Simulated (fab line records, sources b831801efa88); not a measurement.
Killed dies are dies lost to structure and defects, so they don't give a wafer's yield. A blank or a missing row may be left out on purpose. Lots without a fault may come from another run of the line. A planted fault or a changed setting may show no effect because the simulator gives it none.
Split-lot experiment | flow gf180mcu | 5 lots, 23 wafers read, on a route of 602 steps

THE SPLIT
At GF_STI_ETCH_13 (etches the open film in CHF3/O2, stops on Si, target depth 282.31 nm, time 112.9 s), the setting time_s was moved away from the recipe's 112.9 s on 12 of the 23 wafers read, by -12.4% to +10.6%. The other wafers ran this setting at the recipe's value.

The reading is taken at the split's own step.

THE READING
KrF_of_STI_COAT_07.thk_nm (the simulator's own value, which no gauge read), in nm, at GF_STI_ETCH_13 (etches the open film in CHF3/O2, stops on Si, target depth 282.31 nm, time 112.9 s). The file gives no usual value for it. The 11 wafers here that ran the recipe average 441.1 nm, standard deviation 4 nm.

wafer  | tool, chamber at the split | time_s as run, s | against the recipe | KrF_of_STI_COAT_07.thk_nm, nm | against lot-mates on the recipe
L076.1 | rie_diel-02, 1             | 112.9            | recipe             | 437.9                         | -
L076.5 | rie_diel-02, 1             | 112.9            | recipe             | 438.5                         | -
L076.6 | rie_diel-02, 0             | 112.9            | recipe             | 443.1                         | -
L078.1 | rie_diel-02, 1             | 112.9            | recipe             | 438.2                         | -
L078.2 | rie_diel-02, 0             | 118.1            | +4.6%              | 434.3                         | -6.8
L078.4 | rie_diel-02, 2             | 118.1            | +4.6%              | 428                           | -13.1
L078.5 | rie_diel-02, 0             | 112.9            | recipe             | 444.1                         | -
L078.6 | rie_diel-02, 1             | 118.1            | +4.6%              | 430                           | -11.1
L082.1 | rie_diel-01, 2             | 98.88            | -12.4%             | 463                           | +24.6
L082.2 | rie_diel-01, 0             | 112.9            | recipe             | 443.6                         | -
L082.3 | rie_diel-01, 1             | 98.88            | -12.4%             | 467.2                         | +28.8
L082.4 | rie_diel-01, 3             | 112.9            | recipe             | 433.1                         | -
L082.5 | rie_diel-01, 2             | 98.88            | -12.4%             | 466.3                         | +27.9
L083.2 | rie_diel-02, 3             | 112.9            | recipe             | 447.3                         | -
L083.3 | rie_diel-02, 0             | 123              | +8.9%              | 424.8                         | -17.9
L083.4 | rie_diel-02, 1             | 123              | +8.9%              | 418.2                         | -24.5
L083.5 | rie_diel-02, 2             | 112.9            | recipe             | 438.1                         | -
L083.6 | rie_diel-02, 1             | 123              | +8.9%              | 415.8                         | -26.9
L084.2 | rie_diel-02, 0             | 112.9            | recipe             | 443.7                         | -
L084.3 | rie_diel-02, 3             | 112.9            | recipe             | 444.1                         | -
L084.4 | rie_diel-02, 2             | 124.9            | +10.6%             | 413.3                         | -30.6
L084.5 | rie_diel-02, 0             | 124.9            | +10.6%             | 419.3                         | -24.6
L084.6 | rie_diel-02, 3             | 124.9            | +10.6%             | 419.4                         | -24.5

THE FIT
A straight line over all 23 wafers: KrF_of_STI_COAT_07.thk_nm changes by -2.13 nm for each +1% of time_s; r = -0.97; the points scatter about the line by 3.7 nm.
The same after taking each lot's own level away (the mean of its wafers on the recipe; 23 wafers): -2.35 nm for each +1%; r = -0.98; scatter 3.5 nm.
On that fit, the largest move of time_s shifts the reading by 29 nm.
The lots' own levels span 438.35 to 443.90 nm, that is 1.4 times the standard deviation above.
So the lot-to-lot level changes the slope little: the two slopes agree.
Check: with one of the wafers moved furthest among these (-12.4%) left out of the fit, the line predicts +29.6 nm for it against its lot-mates. It came out at +24.6 nm against them.

OTHER SPLITS ON THESE WAFERS
These wafers also went through other splits before the reading. Each is held against what the fit with the lots' levels taken away leaves over:
other split on the same wafers | wafers away from the commonest value | r with KrF_of_STI_COAT_07.thk_nm (lot level and that fit taken away)
GF_STI_OXIDATION_01 ox_time_s  | 10                                   | +0.14

THE WHOLE CHAIN: every reading that the file lists as answering this split, in the file's order
step            | what it does                                                                       | reading                                                                    | change (the file's fit)              | r (the file's)
GF_STI_ETCH_13  | etches the open film in CHF3/O2, stops on Si, target depth 282.31 nm, time 112.9 s | KrF_of_STI_COAT_07.thk_nm (the simulator's own value, which no gauge read) | -2.37 nm for each +1% of the setting | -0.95
GF_STI_STRIP_15 | strips in O2/N2                                                                    | strip_time_to_endpoint_s                                                   | withheld for each +1% of the setting | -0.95

THE FILE'S OWN FIT
KrF_of_STI_COAT_07.thk_nm changes by -2.37 nm for each +1% of time_s, r = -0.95.
